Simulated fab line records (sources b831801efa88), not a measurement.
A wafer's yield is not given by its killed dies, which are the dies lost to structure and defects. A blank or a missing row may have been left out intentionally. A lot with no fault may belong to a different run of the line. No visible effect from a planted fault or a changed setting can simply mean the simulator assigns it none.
A lot that was struck, set against a sound lot | flow gf180mcu | 30 out of 602 route steps
Sound: these wafers, L374.2, L374.4, L374.5. The struck wafers were L369.1, L369.4, L369.5. The cause comes at the end.
Each step with rows lists, per side, the tool, then ch with its chambers, then its first start. Under that, the readings that differ: sound wafers | struck wafers | difference of the means | sigmas: that difference in standard deviations of wafers without a fault.
alike: readings with means less than 2 such deviations apart, plus words and numbers identical on both sides. not compared: withheld readings, readings lacking a value on some wafer, bounds such as >300 that could conceal the same value, and numbers that have no deviation in the record and whose values overlap.
The two part at a step that has a row with sigmas, a row that says differs or no value, or rows on one side only. When numbers do not overlap yet have no deviation, they are printed without sigmas and do not part them. A reading missing from all wafers of one side parts the sides only when that side holds two or more wafers.

GF_STI_BOW_MEAS_00:
  sound on film-metro-01 at day 4 18:01; struck on film-metro-02 at day 3 17:00
  alike: INCOMING_BOW
GF_STI_OXIDATION_01: stabilise 600 s, purge 300 s, target thk 10 nm.
  sound on furnace-02 ch 0, day 4 18:58; struck on furnace-02 ch 0, day 3 19:43
  alike: spike-tc-centre-C
GF_STI_THK_MEAS_02:
  sound on film-metro-04 at day 4 20:23; struck on film-metro-01 at day 3 21:07
  reading                | sound          | struck            | difference | sigmas
  STI_OXIDATION_THK (nm) | 9.73 9.95 9.91 | 15.58 16.01 15.63 | +5.88      | +28
then, 1 step without rows for these wafers: GF_STI_CVD_03 (deposits Si3N4 from DCS/NH3, target thk 207.16 nm, time 3551 s).
GF_STI_THK_MEAS_04:
  sound on film-metro-04 at day 4 22:25; struck on film-metro-02 at day 4 01:40
  reading             | sound             | struck            | difference | sigmas
  STI_CVD_03_THK (nm) | 207.0 208.9 207.8 | 201.7 201.3 200.5 | -6.7       | -3
then, 7 steps without rows for these wafers: GF_STI_DEHYDRATE_05 (time 60 s); GF_STI_HMDS_06 (prime time 60 s); GF_STI_COAT_07 (resist thk 700 nm); GF_STI_SOFTBAKE_08 (time 60 s); GF_STI_EXPOSE_09 (exposes mask COMP, target cd 220 nm); GF_STI_PEB_10 (peb time 90 s); GF_STI_DEVELOP_11 (develop time 60 s).
GF_STI_CD_MEAS_12: target cd 220 nm.
  sound on cd-sem-02 at day 5 12:58; struck on cd-sem-02 at day 4 13:24
  alike: cd-nm
GF_STI_ETCH_13: etches the open film in CHF3/O2, stops on Si, target depth 282.31 nm, time 112.9 s.
  sound on rie-diel-04 ch 1,2,3, day 5 13:04; struck on rie-diel-04 ch 1,3, day 4 13:31
  reading                | sound             | struck            | difference | sigmas
  throttle-valve-pct (%) | 8.820 8.831 8.812 | 8.795 8.806 8.804 | -0.019     | -2
  alike: drypump-motor-current-A, oes-product-au
  not compared: rf-hours-counter-h
GF_STI_ETCH_14: etches Si in HBr/Cl2/O2, target depth 360 nm, time 102.9 s.
  sound on rie-si-02 ch 0,2,3, day 5 13:09; struck on rie-si-02 ch 1,3, day 4 13:36
  alike: drypump-motor-current-A, oes-product-au, throttle-valve-pct
  not compared: rf-hours-counter-h
GF_STI_STRIP_15: strips in O2/N2.
  sound on plasma-asher-04 ch 0,1, day 5 13:14; struck on plasma-asher-02 ch 0,1, day 4 13:41
  alike: drypump-motor-current-A, heater-power-w, oes-product-au, strip-time-to-endpoint-s
  not compared: rf-hours-counter-h
then, 6 steps without rows for these wafers: GF_STI_CLEAN_16 (cleans in dHF, time 25 s); GF_STI_WET_ETCH_17 (etches Si3N4 in H3PO4, target depth 45 nm, time 514 s); GF_STI_CLEAN_18 (cleans in SC1/SC2, time 150 s); GF_STI_CLEAN_19 (cleans in dHF, time 20 s); GF_STI_WET_ETCH_20 (etches SiO2 in dHF, target depth 20 nm, time 400 s); GF_STI_OXIDATION_21 (stabilise 600 s, purge 300 s, target thk 15 nm).
GF_STI_THK_MEAS_22:
  sound on film-metro-02 at day 5 14:50; struck on film-metro-04 at day 4 15:38
  reading                   | sound          | struck         | difference | sigmas
  STI_OXIDATION_01_THK (nm) | 14.5 14.5 14.9 | 15.8 15.8 15.4 | +1.0       | +3
then, 1 step without rows for these wafers: GF_STI_CVD_23 (deposits SiO2, target thk 650 nm, time 108.3 s).
GF_STI_THK_MEAS_24:
  sound on film-metro-01 at day 5 14:59; struck on film-metro-04 at day 4 15:47
  alike: STI_CVD_23_THK
GF_STI_CMP_25: polishes, stops on Si3N4, t overpolish 33 s, target thk 524.6 nm.
  sound on cmp-02 ch 0,2,3, day 5 15:05; struck on cmp-02 ch 2,3, day 4 15:50
  alike: motor-current-A, overpolish-run-s, slurry-flow-ml-min, time-to-endpoint-s
then, 1 step without rows for these wafers: GF_STI_WET_ETCH_26 (etches SiO2 in dHF, target depth 94 nm, time 188 s).
GF_STI_WET_ETCH_27: etches Si3N4 in H3PO4, target depth 160 nm, time 1825 s.
  sound on wet-bench-04 ch 0, day 5 15:23; struck on wet-bench-04 ch 3, day 4 16:12
  reading                                    | sound             | struck            | difference | sigmas
  model.SiO2_of_STI_OXIDATION_01.thk-nm (nm) | 9.725 9.852 9.867 | 15.48 15.96 15.55 | +5.85      |
  alike: bath-guard-temp-C
then, 1 step without rows for these wafers: GF_STI_WET_ETCH_28 (etches SiO2 in dHF, target depth 20 nm, time 40 s).
-- the record jumps here: 28 days lie between the struck wafers' starts before and after (it left off in module STI and takes up again in module PASSIVATION, whose first step shown is number 602 of the route) --
GF_PASSIVATION_PROBE_99:
  the record has rows for the struck wafers here (prober-02, day 32 08:44) and none for the sound ones

## WHERE THEY PART
At GF_STI_THK_MEAS_02 first; at GF_PASSIVATION_PROBE_99 last (within this record only).

WHY: what had been put in by the simulator
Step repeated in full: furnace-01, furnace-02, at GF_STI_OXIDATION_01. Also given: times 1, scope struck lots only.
